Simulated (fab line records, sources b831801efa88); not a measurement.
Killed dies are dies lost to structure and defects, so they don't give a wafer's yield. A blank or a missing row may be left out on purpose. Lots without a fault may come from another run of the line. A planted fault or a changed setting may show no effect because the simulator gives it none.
Which tool did it? | flow sky130 | 6 lots, 18 wafers sampled, at 3 steps of a route of 708

WHAT THE GAUGES READ, wafer by wafer
SKY_POLY_GATE_THK_MEAS_01.
lot  | measured     | on            | POLY_GATE_CVD_00_THK (nm)
L250 | day 14 02:22 | film_metro-02 | 177.2 178.1 177.6
L252 | day 14 19:43 | film_metro-02 | 178.1 177.5 178.8
L260 | day 17 21:31 | film_metro-04 | 230.1 229.8 230.7 230.1 230.0 230.6
L268 | day 20 21:43 | film_metro-02 | 179.4 180.4 179.5
L270 | day 21 05:47 | film_metro-04 | 182.6 181.3 182.3
L272 | day 21 21:48 | film_metro-04 | 182.1 183.2 182.4

WHICH TOOL RAN EACH LOT (tool, then ch and the chambers of the sampled wafers, then the start)
lot  | SKY_DNWELL_STRIP_08                 | SKY_POLY_GATE_CVD_00
L250 | plasma_asher-04 ch 0,1, day 3 07:55 | lpcvd-01 ch 1, day 14 01:10
L252 | plasma_asher-03 ch 0,1, day 3 22:07 | lpcvd-01 ch 0, day 14 18:30
L260 | plasma_asher-04 ch 0,1, day 5 18:32 | lpcvd-01 ch 0, day 17 20:19
L268 | plasma_asher-04 ch 0,1, day 7 16:13 | lpcvd-01 ch 0, day 20 20:31
L270 | plasma_asher-01 ch 0,1, day 7 21:37 | lpcvd-01 ch 0, day 21 04:35
L272 | plasma_asher-03 ch 0,1, day 8 08:37 | lpcvd-01 ch 0, day 21 19:05
- SKY_DNWELL_STRIP_08: strips in O2/N2.
- SKY_POLY_GATE_CVD_00: deposits poly-Si, target thk 180 nm, time 720 s.

THE ANSWER, worked out from the rows above alone
Rule: what is usual is taken from the lots themselves. Put in order of their means at a reading, lots are off if they are a third of the lots or fewer, leave a main group of 4 or more, and stand apart from it by a gap of 3 or more times the standard deviation of the main group's means; of several such gaps the widest counts. A main group whose means are all the same, to the digits that the tables above print for the reading, isn't used. A lot without any number at a reading at which 4 lots or more have one is off too. The other lots that the step has rows for count as sound.
Off: L260, at SKY_POLY_GATE_THK_MEAS_01 (POLY_GATE_CVD_00_THK). The main group: mean 180.0 nm, standard deviation 2.
A tool fits if, at a process step before that reading, it ran every lot that is off, and no sound lot after the first of them. The gauges at SKY_POLY_GATE_THK_MEAS_01 are tried like those tools. None of those tried fits.

WHAT THE SIMULATOR HAD PUT IN
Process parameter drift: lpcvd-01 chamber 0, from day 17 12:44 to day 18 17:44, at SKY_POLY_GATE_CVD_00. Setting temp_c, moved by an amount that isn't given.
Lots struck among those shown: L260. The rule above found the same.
